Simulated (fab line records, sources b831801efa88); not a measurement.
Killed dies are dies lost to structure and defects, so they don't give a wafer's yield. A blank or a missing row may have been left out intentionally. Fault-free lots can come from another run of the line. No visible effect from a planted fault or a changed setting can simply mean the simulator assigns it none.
2 desks looking at one fault | flow gf180mcu | every desk sees just its own numbers, and what lay behind them comes last

## THE METROLOGY DESK
Means of the sampled wafers that have a number, per lot and without regard to the tool the lot ran on: this is what the gauges read. If a lot's mean is further than 4 standard deviations from the usual mean, the lot is out of limits and carries the mark OUT (the distance appears in the brackets).
Columns: A = TOP_METAL_ALCU_THK at GF_TOP_METAL_THK_MEAS_06, usual 895 nm
lot  | first seen here | A
L590 | day 27 01:37    | 885
L592 | day 27 20:32    | 904
L593 | day 28 04:15    | 897
L594 | day 28 07:40    | 905
L595 | day 28 15:11    | 900
L597 | day 29 08:35    | 895
L598 | day 29 16:23    | 859
L599 | day 29 21:52    | 919
L600 | day 30 07:01    | 893
L601 | day 30 11:10    | 895
L605 | day 31 14:35    | 896
L611 | day 33 06:51    | 882
Result from this desk: across the 12 lots, nothing is out of limits.

## DESK OF THE TOOL OWNER: cvd-w-01
The tool's own readings at GF_V5_CVD_23 (deposits W, target thk 350 nm, time 104.9 s): means of the sampled wafers that have a number, for each lot that ran on this tool. If a lot's mean is further than 4 standard deviations from the usual mean, the lot is out of limits and carries the mark OUT (the distance appears in the brackets).
Columns: A = heater-power-w at GF_V5_CVD_23, usual 813 W
lot  | first seen here | A
L590 | day 27 00:38    | 829
L594 | day 28 06:38    | 922
L595 | day 28 14:15    | 833
L597 | day 29 07:37    | 883
L599 | day 29 20:56    | 945
L600 | day 30 06:03    | 880
L601 | day 30 10:14    | 890
L605 | day 31 13:33    | 841
Result from this desk: across the 8 lots, nothing is out of limits.

## TAKEN TOGETHER
At the metrology desk, nothing out of limits was observed.
The desk of the tool owner found nothing out of limits.

## WHAT WAS PUT IN BY THE SIMULATOR
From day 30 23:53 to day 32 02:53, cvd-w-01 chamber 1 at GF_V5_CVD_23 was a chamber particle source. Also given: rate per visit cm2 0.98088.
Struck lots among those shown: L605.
